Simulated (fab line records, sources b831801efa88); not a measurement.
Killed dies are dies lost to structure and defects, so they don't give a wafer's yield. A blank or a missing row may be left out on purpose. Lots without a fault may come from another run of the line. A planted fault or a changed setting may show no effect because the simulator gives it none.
fab line records | flow sky130
record lots=24 wafers=72 last_day=50
route steps=708 shown SPACER@305 CAPM@551 VIA3@574 METAL4@601
lots that met no fault: from a run of the same line without faults
start_h: hours from the record's first day to the start of the lot's first wafer shown | wait_h: hours since the lot's step before | " the same as in the row above | L1.1+2: a row that stands for several wafers | - no value, or no start given | * or withheld: withheld | < > ~ a bound
route shown NAME@n: a module of which the file shows steps, and the number in the route of the first | usual: mean/standard deviation of fault-free wafers | same: alike in all rows | chamber/n: place in a boat | sites: the reading at each site | _std_site: their standard deviation | _edge_site: outer sites' mean less inner sites' | radius_mm: how far each site lies from the wafer's centre | mask NAME#n: copy n | behind: the tool/chamber that last shaped the wafer | hold: why the lot was held/for how many hours/how that ended | device: the transistor (n, p or np) that didn't switch | end of line: the same wafers' tests at the end of the route | a step without rows: its recipe alone | killed: dies lost to structure and defects at the first sort, not the wafer's yield | map: a wafer's dies, x killed, . not, _ none there
set.NAME: the setting as run; set.NAME@STEP: as run at that earlier step | model.NAME: the simulator's own value behind a step, which no gauge read
steps of the route over a sample of lots; a table a step, a row a wafer
services: from which hour (start_h, from the record's first day; less than 0 if before it) a tool's chamber was out of use, for how many hours, and why
## steps
# step SKY_SPACER_THK_MEAS_01
# recipe reads=Si3N4_of_SPACER_CVD_00
# usual SPACER_CVD_00_THK=43.1/0.36
# columns lot.wafer tool chamber start_h wait_h SPACER_CVD_00_THK[nm]
L074.1 film_metro-03 - 521.85 0.0 43.1
L074.3 " - " " 43.3
L074.6 " - " " 43.3
L075.2 film_metro-03 - 528.69 0.0 43.4
L075.3 " - " " 43.4
L075.6 " - " " 43.4
L076.2 film_metro-02 - 538.86 0.0 43.1
L076.4 " - " " 42.9
L076.6 " - " " 43.0
L077.2 film_metro-02 - 554.46 0.0 43.0
L077.4 " - " " 42.8
L077.6 " - " " 42.6
L078.2 film_metro-04 - 557.99 0.0 42.9
L078.4 " - " " 43.1
L078.5 " - " " 43.0
L079.2 film_metro-04 - 571.79 0.0 42.5
L079.3 " - " " 42.7
L079.6 " - " " 42.5
L080.2 film_metro-04 - 585.24 0.0 43.3
L080.5 " - " " 43.2
L080.6 " - " " 43.6
L081.2 film_metro-04 - 589.91 0.0 43.3
L081.3 " - " " 43.2
L081.6 " - " " 43.3
L082.1 film_metro-04 - 598.42 0.0 43.3
L082.2 " - " " 43.4
L082.3 " - " " 43.2
L083.1 film_metro-04 - 609.30 0.0 43.2
L083.2 " - " " 43.5
L083.6 " - " " 43.3
L084.1 film_metro-04 - 615.32 0.0 42.1
L084.2 " - " " 42.5
L084.3 " - " " 42.1
L085.2 film_metro-04 - 621.36 0.0 42.9
L085.3 " - " " 42.8
L085.6 " - " " 43.1
L086.2 film_metro-03 - 627.74 0.0 43.8
L086.4 " - " " 43.8
L086.6 " - " " 43.6
L087.3 film_metro-03 - 639.58 0.0 43.4
L087.5 " - " " 43.5
L087.6 " - " " 43.3
L088.1 film_metro-02 - 652.63 0.0 43.1
L088.3 " - " " 43.5
L088.6 " - " " 43.3
L089.1 film_metro-02 - 667.41 0.0 43.7
L089.3 " - " " 43.8
L089.5 " - " " 43.5
L090.3 film_metro-03 - 675.30 0.0 43.2
L090.5 " - " " 43.1
L090.6 " - " " 43.2
L091.2 film_metro-03 - 687.53 0.0 43.0
L091.3 " - " " 43.1
L091.5 " - " " 42.9
L092.2 film_metro-03 - 691.14 0.0 42.8
L092.3 " - " " 43.2
L092.6 " - " " 43.1
L093.2 film_metro-03 - 697.44 0.0 42.7
L093.5 " - " " 43.3
L093.6 " - " " 43.2
L094.1 film_metro-03 - 699.99 0.0 42.5
L094.4 " - " " 42.8
L094.5 " - " " 42.7
L095.2 film_metro-03 - 706.64 0.0 43.0
L095.4 " - " " 43.0
L095.5 " - " " 43.4
L097.1 film_metro-03 - 715.25 0.0 43.1
L097.3 " - " " 43.1
L097.6 " - " " 43.1
L096.1 film_metro-03 - 718.33 0.0 43.1
L096.5 " - " " 43.2
L096.6 " - " " 43.7
# step SKY_CAPM_STRIP_14
# recipe chemistry=O2/N2 power_w=1400 pressure_mtorr=1500 platen_temp_c=withheld o2_flow_sccm=3000 n2_flow_sccm=300 overash_fraction=0.5
# usual drypump_motor_current_A=5.7/0.45 oes_product_au=0.711/0.0042 strip_time_to_endpoint_s=12.65/0.058
# columns lot.wafer tool chamber start_h wait_h drypump_motor_current_A oes_product_au rf_hours_counter_h strip_time_to_endpoint_s
L074.1 plasma_asher-01 0 870.51 0.1 6.1 0.712 75 12.57
L074.3 " 1 " " 5.6 0.714 - 12.60
L074.6 " 0 " " 6.1 0.704 - 12.59
L075.2 plasma_asher-04 1 876.31 0.1 5.5 0.706 43 12.58
L075.3 " 1 " " 5.5 0.704 - 12.54
L075.6 " 1 " " 5.6 0.713 - 12.54
L076.2 plasma_asher-04 0 885.84 0.1 6.1 0.712 44 12.59
L076.4 " 1 " " 5.5 0.708 - 12.60
L076.6 " 0 " " 6.1 0.712 - 12.64
L077.2 plasma_asher-04 1 898.67 0.1 5.5 0.708 45 12.77
L077.4 " 0 " " 6.2 0.709 - 12.76
L077.6 " 1 " " 5.5 0.711 - 12.75
L078.2 plasma_asher-01 1 899.24 0.1 5.6 0.708 78 12.66
L078.4 " 1 " " 5.6 0.701 - 12.67
L078.5 " 0 " " 6.1 0.713 - 12.64
L079.2 plasma_asher-02 1 912.34 0.1 4.8 0.712 108 12.65
L079.3 " 1 " " 4.8 0.710 - 12.67
L079.6 " 0 " " 5.8 0.711 - 12.69
L080.2 plasma_asher-02 0 923.69 0.1 5.7 0.724 109 12.59
L080.5 " 0 " " 5.8 0.707 - 12.64
L080.6 " 1 " " 4.8 0.714 - 12.67
L081.2 plasma_asher-01 0 927.19 0.1 6.1 0.710 81 12.72
L081.3 " 0 " " 6.1 0.708 - 12.65
L081.6 " 1 " " 5.6 0.709 - 12.64
L082.1 plasma_asher-01 1 933.94 0.1 5.5 0.713 81 12.73
L082.2 " 0 " " 6.1 0.715 81 12.76
L082.3 " 0 " " 6.1 0.714 - 12.79
L083.1 plasma_asher-04 1 942.59 0.1 5.5 0.710 50 12.54
L083.2 " 0 " " 6.2 0.715 50 12.54
L083.6 " 1 " " 5.5 0.707 - 12.54
L084.1 plasma_asher-02 1 949.51 0.1 4.8 0.711 112 12.70
L084.2 " 0 " " 5.7 0.713 112 12.64
L084.3 " 1 " " 4.8 0.711 - 12.65
L085.2 plasma_asher-02 1 951.54 0.1 4.8 0.702 112 12.64
L085.3 " 1 " " 4.8 0.709 - 12.66
L085.6 " 0 " " 5.8 0.707 - 12.65
L086.2 plasma_asher-04 0 961.16 0.1 6.1 0.712 52 12.70
L086.4 " 0 " " 6.1 0.711 - 12.71
L086.6 " 0 " " 6.1 0.717 - 12.71
L087.3 plasma_asher-04 1 971.20 0.1 5.6 0.715 - 12.62
L087.5 " 1 " " 5.6 0.709 - 12.65
L087.6 " 0 " " 6.2 0.714 - 12.61
L088.1 plasma_asher-02 0 982.96 0.1 5.7 0.703 115 12.62
L088.3 " 0 " " 5.8 0.705 - 12.60
L088.6 " 0 " " 5.8 0.713 - 12.62
L089.1 plasma_asher-04 0 991.14 0.1 6.2 0.713 54 12.64
L089.3 " 1 " " 5.5 0.713 - 12.63
L089.5 " 1 " " 5.5 0.710 - 12.62
L090.3 plasma_asher-04 0 998.17 0.1 6.1 0.710 - 12.66
L090.5 " 1 " " 5.5 0.715 - 12.67
L090.6 " 0 " " 6.2 0.713 - 12.68
L091.2 plasma_asher-04 1 1011.19 0.1 5.5 0.714 56 12.62
L091.3 " 1 " " 5.5 0.714 - 12.68
L091.5 " 0 " " 6.2 0.709 - 12.64
L092.2 plasma_asher-04 1 1012.51 0.1 5.5 0.717 57 12.61
L092.3 " 1 " " 5.5 0.709 - 12.62
L092.6 " 1 " " 5.5 0.718 - 12.58
L093.2 plasma_asher-04 0 1018.46 0.1 6.1 0.713 57 12.75
L093.5 " 1 " " 5.5 0.705 - 12.73
L093.6 " 0 " " 6.2 0.708 - 12.70
L094.1 plasma_asher-02 0 1019.69 0.1 5.8 0.718 119 12.61
L094.4 " 0 " " 5.8 0.714 - 12.58
L094.5 " 1 " " 4.8 0.706 - 12.59
L095.2 plasma_asher-02 1 1024.89 0.1 4.8 0.709 120 12.68
L095.4 " 0 " " 5.8 0.708 - 12.70
L095.5 " 1 " " 4.8 0.714 - 12.62
L097.1 plasma_asher-01 0 1031.91 0.1 6.1 0.700 91 12.67
L097.3 " 0 " " 6.2 0.712 - 12.66
L097.6 " 1 " " 5.6 0.712 - 12.64
L096.1 plasma_asher-02 1 1034.61 0.1 4.8 0.707 121 12.71
L096.5 " 0 " " 5.8 0.713 - 12.72
L096.6 " 1 " " 4.8 0.711 - 12.68
# step SKY_VIA3_THK_MEAS_01
# recipe reads=SiO2_of_VIA3_HDPCVD_00
# usual VIA3_HDPCVD_THK=1634/23
# columns lot.wafer tool chamber start_h wait_h VIA3_HDPCVD_THK[nm]
L074.1 film_metro-02 - 897.80 0.2 1636
L074.3 " - " " 1639
L074.6 " - " " 1627
L075.2 film_metro-01 - 904.38 0.1 1602
L075.3 " - " " 1601
L075.6 " - " " 1603
L076.2 film_metro-01 - 913.10 0.1 1623
L076.4 " - " " 1681
L076.6 " - " " 1638
L077.2 film_metro-02 - 925.26 0.1 1633
L077.4 " - " " 1624
L077.6 " - " " 1631
L078.2 film_metro-03 - 926.22 0.1 1631
L078.4 " - " " 1634
L078.5 " - " " 1631
L079.2 film_metro-02 - 938.92 0.1 1605
L079.3 " - " " 1654
L079.6 " - " " 1622
L080.2 film_metro-01 - 949.70 0.1 1606
L080.5 " - " " 1614
L080.6 " - " " 1596
L081.2 film_metro-01 - 952.97 0.1 1586
L081.3 " - " " 1628
L081.6 " - " " 1630
L082.1 film_metro-03 - 960.10 0.1 1666
L082.2 " - " " 1592
L082.3 " - " " 1624
L083.1 film_metro-03 - 968.78 0.1 1648
L083.2 " - " " 1644
L083.6 " - " " 1657
L084.1 film_metro-01 - 975.69 0.1 1634
L084.2 " - " " 1617
L084.3 " - " " 1625
L085.2 film_metro-03 - 977.35 0.1 1607
L085.3 " - " " 1639
L085.6 " - " " 1617
L086.2 film_metro-02 - 987.34 0.1 1629
L086.4 " - " " 1665
L086.6 " - " " 1621
L087.3 film_metro-02 - 997.00 0.1 1688
L087.5 " - " " 1625
L087.6 " - " " 1682
L088.1 film_metro-02 - 1007.65 0.1 1649
L088.3 " - " " 1640
L088.6 " - " " 1652
L089.1 film_metro-01 - 1015.88 0.1 1660
L089.3 " - " " 1635
L089.5 " - " " 1623
L090.3 film_metro-02 - 1022.58 0.1 1630
L090.5 " - " " 1637
L090.6 " - " " 1640
L091.2 film_metro-03 - 1035.15 0.1 1644
L091.3 " - " " 1610
L091.5 " - " " 1600
L092.2 film_metro-01 - 1037.15 0.1 1686
L092.3 " - " " 1626
L092.6 " - " " 1673
L093.2 film_metro-02 - 1042.68 0.1 1618
L093.5 " - " " 1630
L093.6 " - " " 1671
L094.1 film_metro-01 - 1043.37 0.1 1642
L094.4 " - " " 1613
L094.5 " - " " 1603
L095.2 film_metro-02 - 1049.30 0.1 1618
L095.4 " - " " 1605
L095.5 " - " " 1610
L097.1 film_metro-02 - 1055.61 0.2 1632
L097.3 " - " " 1650
L097.6 " - " " 1638
L096.1 film_metro-02 - 1058.05 0.2 1648
L096.5 " - " " 1626
L096.6 " - " " 1618
# step SKY_VIA3_CMP_02
# recipe material=SiO2 down_force_psi=4 platen_rpm=60 pad_velocity_m_s=0.94248
# usual motor_current_A=11.9/1 platen_rpm=60.00/0.037
# columns lot.wafer tool chamber start_h wait_h motor_current_A platen_rpm
L074.1 cmp-01 2 897.91 0.1 12.4 59.98
L074.3 " 0 " " 12.4 60.00
L074.6 " 1 " " 10.8 60.07
L075.2 cmp-02 3 904.48 0.1 11.3 59.97
L075.3 " 1 " " 13.4 60.05
L075.6 " 2 " " 11.4 60.05
L076.2 cmp-02 2 913.15 0.0 10.7 59.99
L076.4 " 0 " " 12.1 60.00
L076.6 " 2 " " 11.3 59.97
L077.4 cmp-01 3 925.41 0.1 14.2 60.05
L077.2 " 0 " " 11.3 59.97
L077.6 " 2 " " 12.3 59.93
L078.2 cmp-01 1 926.27 0.0 10.6 60.00
L078.4 " 3 " " 13.5 60.02
L078.5 " 1 " " 10.4 60.04
L079.3 cmp-01 1 938.97 0.0 10.0 60.00
L079.2 " 0 " " 12.4 59.98
L079.6 " 2 " " 12.3 60.04
L080.2 cmp-02 1 949.80 0.1 12.4 59.99
L080.5 " 0 " " 11.8 60.02
L080.6 " 1 " " 13.1 60.02
L081.3 cmp-02 3 953.02 0.0 10.6 59.97
L081.2 " 1 " " 12.3 59.97
L081.6 " 3 " " 11.2 59.99
L082.1 cmp-02 3 960.16 0.1 10.9 60.00
L082.2 " 0 " " 12.3 59.99
L082.3 " 1 " " 12.8 59.95
L083.2 cmp-02 2 968.84 0.0 11.2 60.02
L083.1 " 0 " " 12.5 60.02
L083.6 " 3 " " 11.5 59.97
L084.3 cmp-02 3 975.75 0.0 11.3 60.02
L084.1 " 0 " " 11.7 59.95
L084.2 " 2 " " 10.8 60.00
L085.3 cmp-01 0 977.40 0.0 11.8 60.05
L085.2 " 2 " " 12.0 59.97
L085.6 " 0 " " 12.0 60.00
L086.4 cmp-02 1 987.44 0.1 13.1 60.03
L086.2 " 2 " " 11.0 60.03
L086.6 " 1 " " 13.0 59.94
L087.3 cmp-02 3 997.19 0.2 11.3 59.95
L087.5 " 0 " " 12.6 60.00
L087.6 " 1 " " 12.6 59.98
L088.1 cmp-02 1 1007.71 0.1 12.3 60.00
L088.3 " 0 " " 11.5 59.96
L088.6 " 2 " " 11.2 59.97
L089.1 cmp-01 1 1015.94 0.1 10.7 60.02
L089.3 " 3 " " 13.9 60.03
L089.5 " 2 " " 12.4 59.99
L090.3 cmp-01 2 1022.67 0.1 12.3 59.98
L090.6 " 1 " " 9.9 60.04
L090.5 " 2 " " 12.5 59.95
L091.2 cmp-01 1 1035.37 0.2 10.7 60.03
L091.3 " 3 " " 13.9 59.96
L091.5 " 2 " " 11.9 60.05
L092.3 cmp-01 3 1037.25 0.1 13.2 60.01
L092.2 " 0 " " 11.7 59.96
L092.6 " 2 " " 12.5 60.06
L093.2 cmp-01 1 1042.88 0.2 10.6 60.04
L093.6 " 2 " " 12.6 60.06
L093.5 " 3 " " 13.5 59.86
L094.1 cmp-01 1 1043.43 0.1 10.7 59.96
L094.4 " 0 " " 11.9 59.99
L094.5 " 1 " " 10.7 59.98
L095.2 cmp-01 1 1049.35 0.0 10.9 60.09
L095.4 " 0 " " 12.1 59.99
L095.5 " 2 " " 12.7 59.99
L097.1 cmp-02 1 1055.78 0.2 12.8 59.96
L097.3 " 2 " " 11.1 60.01
L097.6 " 0 " " 12.5 59.99
L096.1 cmp-02 0 1058.16 0.1 12.1 60.03
L096.5 " 3 " " 11.1 59.98
L096.6 " 0 " " 12.6 60.02
# step SKY_METAL4_SPUTTER_03
# recipe material=Ti target_thk_nm=5 power_w=3000 time_s=3.3 chamber_pressure_pa=0.4
# usual throttle_valve_pct=30.0/1.5
# columns lot.wafer tool chamber start_h wait_h throttle_valve_pct
L074.1 pvd_sputter-02 - 924.78 0.0 30.8
L074.3 " - " " 30.5
L074.6 " - " " 33.6
L075.2 pvd_sputter-04 - 931.27 0.0 29.5
L075.3 " - " " 29.7
L075.6 " - " " 27.5
L076.2 pvd_sputter-04 - 940.26 0.0 27.5
L076.4 " - " " 30.1
L076.6 " - " " 29.7
L077.2 pvd_sputter-03 - 951.19 0.0 28.6
L077.4 " - " " 30.9
L077.6 " - " " 30.7
L078.2 pvd_sputter-04 - 952.37 0.0 29.7
L078.4 " - " " 29.7
L078.5 " - " " 30.1
L079.2 pvd_sputter-04 - 964.93 0.0 27.4
L079.3 " - " " 29.6
L079.6 " - " " 29.8
L080.2 pvd_sputter-03 - 976.08 0.0 31.8
L080.5 " - " " 29.3
L080.6 " - " " 31.6
L081.2 pvd_sputter-02 - 978.67 0.0 33.6
L081.3 " - " " 30.3
L081.6 " - " " 30.5
L082.1 pvd_sputter-04 - 986.12 0.0 29.5
L082.2 " - " " 30.2
L082.3 " - " " 29.7
L083.1 pvd_sputter-02 - 994.73 0.0 30.0
L083.2 " - " " 31.1
L083.6 " - " " 30.6
L084.1 pvd_sputter-04 - 1000.98 0.0 29.9
L084.2 " - " " 29.7
L084.3 " - " " 30.3
L085.2 pvd_sputter-04 - 1003.25 0.0 29.7
L085.3 " - " " 29.8
L085.6 " - " " 27.5
L086.2 pvd_sputter-04 - 1012.50 0.0 29.5
L086.4 " - " " 27.5
L086.6 " - " " 27.3
L087.3 pvd_sputter-04 - 1021.89 0.0 29.7
L087.5 " - " " 27.5
L087.6 " - " " 30.2
L088.1 pvd_sputter-03 - 1032.34 0.0 29.1
L088.3 " - " " 30.7
L088.6 " - " " 31.7
L089.1 pvd_sputter-04 - 1039.94 0.0 29.6
L089.3 " - " " 29.8
L089.5 " - " " 29.6
L090.3 pvd_sputter-03 - 1046.56 0.0 28.7
L090.5 " - " " 28.6
L090.6 " - " " 30.6
L091.2 pvd_sputter-02 - 1059.78 0.0 30.1
L091.3 " - " " 30.8
L091.5 " - " " 30.9
L092.2 pvd_sputter-02 - 1061.09 0.0 30.0
L092.3 " - " " 30.6
L092.6 " - " " 30.9
L093.2 pvd_sputter-04 - 1066.42 0.0 29.8
L093.5 " - " " 30.3
L093.6 " - " " 27.4
L094.1 pvd_sputter-03 - 1067.02 0.0 30.6
L094.4 " - " " 28.6
L094.5 " - " " 29.1
L095.2 pvd_sputter-02 - 1073.29 0.0 30.9
L095.4 " - " " 30.4
L095.5 " - " " 30.0
L097.1 pvd_sputter-04 - 1078.57 0.0 29.7
L097.3 " - " " 27.9
L097.6 " - " " 27.5
L096.1 pvd_sputter-02 - 1081.09 0.0 33.2
L096.5 " - " " 30.2
L096.6 " - " " 33.5
# step SKY_METAL4_CD_MEAS_13
# recipe target_cd_nm=300
# usual cd_nm=299.8/1.4
# columns lot.wafer tool chamber start_h wait_h cd_nm
L074.1 cd_sem-01 - 974.13 - 296.7
L074.3 " - " " 298.2
L074.6 " - " " 298.2
L075.2 cd_sem-01 - 980.74 - 300.1
L075.3 " - " " 301.2
L075.6 " - " " 299.3
L076.2 cd_sem-01 - 990.10 - 300.9
L076.4 " - " " 300.5
L076.6 " - " " 300.1
L077.2 cd_sem-01 - 999.07 - 301.9
L077.4 " - " " 302.4
L077.6 " - " " 302.4
L078.2 cd_sem-01 - 1000.34 - 299.9
L078.4 " - " " 300.1
L078.5 " - " " 298.6
L079.2 cd_sem-02 - 1012.44 - 298.8
L079.3 " - " " 300.0
L079.6 " - " " 299.8
L080.2 cd_sem-01 - 1022.49 - 299.6
L080.5 " - " " 298.7
L080.6 " - " " 298.1
L081.2 cd_sem-01 - 1025.30 - 298.3
L081.3 " - " " 297.6
L081.6 " - " " 296.8
L082.1 cd_sem-01 - 1032.42 - 299.3
L082.2 " - " " 301.6
L082.3 " - " " 300.4
L083.1 cd_sem-01 - 1040.98 - 300.0
L083.2 " - " " 300.3
L083.6 " - " " 299.7
L084.1 cd_sem-02 - 1047.10 - 299.2
L084.2 " - " " 299.2
L084.3 " - " " 298.7
L085.2 cd_sem-02 - 1048.47 - 299.4
L085.3 " - " " 297.9
L085.6 " - " " 298.3
L086.2 cd_sem-01 - 1057.20 - 300.8
L086.4 " - " " 300.2
L086.6 " - " " 301.7
L087.3 cd_sem-02 - 1066.42 - 298.2
L087.5 " - " " 297.6
L087.6 " - " " 299.9
L088.1 cd_sem-01 - 1076.22 - 300.7
L088.3 " - " " 300.6
L088.6 " - " " 301.0
L089.1 cd_sem-02 - 1082.80 - 299.0
L089.3 " - " " 297.3
L089.5 " - " " 297.8
L090.3 cd_sem-02 - 1090.96 - 298.8
L090.5 " - " " 297.7
L090.6 " - " " 298.6
L091.2 cd_sem-01 - 1101.99 - 299.4
L091.3 " - " " 299.0
L091.5 " - " " 299.1
L092.2 cd_sem-01 - 1103.17 - 300.3
L092.3 " - " " 301.7
L092.6 " - " " 299.5
L093.2 cd_sem-02 - 1107.90 - 302.1
L093.5 " - " " 301.1
L093.6 " - " " 300.9
L094.1 cd_sem-02 - 1108.72 - 301.6
L094.4 " - " " 302.7
L094.5 " - " " 300.1
L095.2 cd_sem-02 - 1115.40 - 300.6
L095.4 " - " " 300.7
L095.5 " - " " 299.9
L097.1 cd_sem-01 - 1120.50 - 298.9
L097.3 " - " " 299.1
L097.6 " - " " 299.0
L096.1 cd_sem-02 - 1121.93 - 299.9
L096.5 " - " " 300.3
L096.6 " - " " 301.1
## services
# columns tool chamber start_h hours kind
cmp-01 - 866.99 0.9 repair
pvd_sputter-03 - 877.83 0.5 repair
cmp-01 - 912.00 4.0 pm
cmp-01 - 916.00 - consumable_replace:conditioner
cmp-01 - 916.00 - consumable_replace:pad
pvd_sputter-03 - 929.30 0.9 repair
pvd_sputter-04 0 931.34 - consumable_replace:kit
pvd_sputter-04 0 931.34 18.0 scheduled_down
cmp-02 - 935.41 8.7 pm
pvd_sputter-02 - 935.83 12.5 repair
cmp-01 - 964.35 4.0 repair
plasma_asher-04 - 976.03 2.8 pm
plasma_asher-04 - 991.46 1.3 repair
pvd_sputter-03 - 1006.96 2.2 repair
cmp-01 - 1012.92 0.3 repair
cmp-01 - 1017.57 5.0 pm
pvd_sputter-02 - 1027.40 8.6 repair
cmp-01 - 1033.11 0.6 repair
cmp-02 - 1034.12 1.6 repair
plasma_asher-02 - 1055.25 9.0 pm
pvd_sputter-04 - 1055.98 5.3 repair
plasma_asher-04 - 1059.84 15.6 pm
cmp-02 - 1066.20 1.7 repair
cmp-02 - 1074.51 2.5 repair
## key
fault none
